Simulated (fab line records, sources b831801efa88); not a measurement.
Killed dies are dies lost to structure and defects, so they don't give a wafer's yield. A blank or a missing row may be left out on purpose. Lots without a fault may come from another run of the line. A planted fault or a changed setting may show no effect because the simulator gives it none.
Which tool did it? | flow sky130 | 11 lots, 33 wafers sampled, at 4 steps of a route of 708

WHAT THE GAUGES READ, wafer by wafer
SKY_LDD_HVN_TW_MEAS_10.
lot  | measured     | on            | LDD_HVN_TW
L230 | day 20 00:41 | film_metro-03 | 1435 1430 1436
L233 | day 21 13:01 | film_metro-02 | 1436 1445 1439
L236 | day 22 09:29 | film_metro-03 | 1431 1435 1421
L238 | day 23 14:30 | film_metro-01 | 1401 1402 1399
L239 | day 23 14:39 | film_metro-02 | 1403 1401 1407
L246 | day 26 03:47 | film_metro-01 | 1435 1436 1439
L247 | day 26 17:35 | film_metro-02 | 1453 1442 1450
L249 | day 27 00:32 | film_metro-03 | 1433 1433 1438
L251 | day 27 15:51 | film_metro-01 | 1435 1438 1432
L252 | day 28 00:35 | film_metro-01 | 1423 1430 1434
L253 | day 28 06:59 | film_metro-02 | 1440 1444 1444

WHICH TOOL RAN EACH LOT (tool, then ch and the chambers of the sampled wafers, then the start)
lot  | SKY_RES_PROTECT_STRIP_07             | SKY_POLY_GATE_ETCH_15              | SKY_LDD_HVN_IMPLANT_08
L230 | plasma_asher-01 ch 0,1, day 14 21:55 | rie_diel-03 ch 0,2,3, day 16 03:16 | implanter-03 ch 0, day 20 00:27
L233 | plasma_asher-03 ch 0,1, day 16 07:11 | rie_diel-03 ch 1,2,3, day 17 13:30 | implanter-01 ch 0, day 21 12:48
L236 | plasma_asher-01 ch 0,1, day 17 01:53 | rie_diel-02 ch 1,2,3, day 18 11:51 | implanter-03 ch 0, day 22 09:14
L238 | plasma_asher-04 ch 0,1, day 18 05:08 | rie_diel-04 ch 0,1,2, day 19 15:47 | implanter-03 ch 0, day 23 14:15
L239 | plasma_asher-03 ch 0,1, day 18 05:32 | rie_diel-02 ch 0,2,3, day 19 16:00 | implanter-03 ch 0, day 23 14:24
L246 | plasma_asher-01 ch 0,1, day 21 00:40 | rie_diel-03 ch 1,2,3, day 22 07:45 | implanter-01 ch 0, day 26 03:33
L247 | plasma_asher-01 ch 0,1, day 21 13:02 | rie_diel-02 ch 1,2,3, day 22 22:06 | implanter-04 ch 0, day 26 17:20
L249 | plasma_asher-03 ch 0,1, day 21 19:56 | rie_diel-04 ch 1,2,3, day 23 04:14 | implanter-01 ch 0, day 27 00:17
L251 | plasma_asher-01 ch 0,1, day 22 14:55 | rie_diel-03 ch 1,2,3, day 23 22:07 | implanter-01 ch 0, day 27 15:38
L252 | plasma_asher-03 ch 0,1, day 22 23:23 | rie_diel-02 ch 0,3, day 24 07:31   | implanter-01 ch 0, day 28 00:21
L253 | plasma_asher-03 ch 0,1, day 23 06:20 | rie_diel-04 ch 0,2, day 24 13:40   | implanter-03 ch 0, day 28 06:45
- SKY_RES_PROTECT_STRIP_07: strips in O2/N2.
- SKY_POLY_GATE_ETCH_15: etches BARC in N2/H2, stops on SiO2, time 118.5 s, target depth 110 nm.
- SKY_LDD_HVN_IMPLANT_08

THE ANSWER, worked out from the rows above alone
Rule: what is usual is taken from the lots themselves. Put in order of their means at a reading, lots are off if they are a third of the lots or fewer, leave a main group of 4 or more, and stand apart from it by a gap of 3 or more times the standard deviation of the main group's means; of several such gaps the widest counts. A main group whose means are all the same, to the digits that the tables above print for the reading, isn't used. A lot without any number at a reading at which 4 lots or more have one is off too. The other lots that the step has rows for count as sound.
Off: L238, L239, at SKY_LDD_HVN_TW_MEAS_10 (LDD_HVN_TW). The main group: mean 1437, standard deviation 5.9.
A tool fits if, at a process step before that reading, it ran every lot that is off, and no sound lot after the first of them. The gauges at SKY_LDD_HVN_TW_MEAS_10 are tried like those tools. None of those tried fits.

WHAT THE SIMULATOR HAD PUT IN
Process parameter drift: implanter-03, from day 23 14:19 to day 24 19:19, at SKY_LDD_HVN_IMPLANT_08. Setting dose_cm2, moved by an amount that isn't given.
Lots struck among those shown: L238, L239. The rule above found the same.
